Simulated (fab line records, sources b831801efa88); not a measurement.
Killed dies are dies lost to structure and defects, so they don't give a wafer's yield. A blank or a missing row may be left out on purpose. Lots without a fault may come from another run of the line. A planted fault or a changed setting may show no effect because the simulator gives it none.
Chamber matching | flow gf180mcu | GF_PASSIVATION_CVD_02 on pecvd-01: 3 sister chambers
The step deposits Si3N4, target thk 700 nm, time 486.18 s. 6 wafers are shown with their chamber, then 9 later ones without.

WAFERS WITH THEIR CHAMBER
wafer  | chamber | heater_power_outer_w (W) | heater_power_w (W)
L375.2 | 1       | 435                      | 701
L375.3 | 0       | 498                      | 836
L375.5 | 2       | 576                      | 927
L376.3 | 2       | 543                      | 852
L376.4 | 0       | 362                      | 683
L376.6 | 1       | 450                      | 715

WAFERS WITHOUT THEIR CHAMBER
wafer  | heater_power_outer_w (W) | heater_power_w (W)
L385.1 | 437                      | 681
L385.2 | 479                      | 827
L385.5 | 471                      | 728
L387.2 | 482                      | 815
L387.3 | 560                      | 891
L387.6 | 459                      | 736
L390.1 | 563                      | 899
L390.3 | 450                      | 786
L390.5 | 458                      | 812

WHICH CHAMBER EACH WENT THROUGH
wafer  | from the rows above          | in truth
L385.1 | can't be placed: 1 or 0      | 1
L385.2 | can't be placed: 0 or 2 or 1 | 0
L385.5 | can't be placed: 1 or 0      | 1
L387.2 | can't be placed: 0 or 1 or 2 | 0
L387.3 | 2                            | 2
L387.6 | can't be placed: 1 or 0      | 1
L390.1 | 2                            | 2
L390.3 | can't be placed: 0 or 1 or 2 | 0
L390.5 | can't be placed: 0 or 1 or 2 | 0
Placed correctly: 2 of 9. Can't be placed from these rows: 7 (the true chamber is among the candidates in 7). Placed wrongly: 0.
How it was worked out, from the rows above alone: a wafer's distance from a chamber is the root of the sum, over the readings, of the square of ((its reading less the chamber's mean) divided by the reading's scatter). The wafer belongs to the nearest chamber; if the next one is less than 2 further off, it can't be placed. A chamber's mean is the mean of its shown wafers. The scatter: the root of (the sum of the squares of (reading less its chamber's mean) over the shown wafers, divided by (wafers less chambers)).
